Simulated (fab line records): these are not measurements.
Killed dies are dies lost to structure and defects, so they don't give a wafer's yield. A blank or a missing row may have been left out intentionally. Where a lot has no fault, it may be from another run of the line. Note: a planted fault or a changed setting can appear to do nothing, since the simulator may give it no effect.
Chamber matching ; flow gf180mcu ; 4 sister chambers for GF_V1_CMP_26 on cmp-01
The step polishes, stops on SiO2, t overpolish 15 s, target thk 0 nm. 8 wafers are shown with their chamber, then 9 later ones without.

WAFERS WITH THEIR CHAMBER
wafer;chamber;motor_current_A (A);time_to_endpoint_s (s)
L113.3;2;11.7;79
L113.6;3;13.4;82
L116.3;1;11.4;84
L116.4;2;11.1;85
L116.5;0;11.2;83
L117.4;1;11.0;89
L117.5;3;12.7;85
L117.6;0;11.2;84

WAFERS MISSING THEIR CHAMBER
wafer;motor_current_A (A);time_to_endpoint_s (s)
L118.3;11.3;85
L118.4;12.6;82
L118.5;11.1;78
L126.2;11.5;78
L126.3;12.5;85
L126.5;11.3;75
L128.1;10.4;89
L128.2;11.7;84
L128.3;12.9;83

EACH ONE'S CHAMBER
wafer;from the rows above;in truth
L118.3;can't be placed: 0 or 1 or 2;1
L118.4;3;3
L118.5;can't be placed: 2 or 0 or 1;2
L126.2;can't be placed: 2 or 0 or 1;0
L126.3;can't be placed: 3 or 2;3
L126.5;can't be placed: 2 or 0 or 1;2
L128.1;can't be placed: 1 or 0 or 2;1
L128.2;can't be placed: 2 or 0 or 1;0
L128.3;3;3
2 of 9 placed correctly. Unplaceable from these rows: 7, with the true chamber sitting among the candidates in 7. Wrongly placed: 0.
How it was worked out, from the rows above alone: a wafer's distance from a chamber is the root of the sum, over the readings, of the square of ((its reading less the chamber's mean) divided by the reading's scatter). The wafer belongs to the nearest chamber; if the next one is less than 2 further off, it can't be placed. A chamber's mean is the mean of its shown wafers. The scatter: the root of (the sum of the squares of (reading less its chamber's mean) over the shown wafers, divided by (wafers less chambers)).
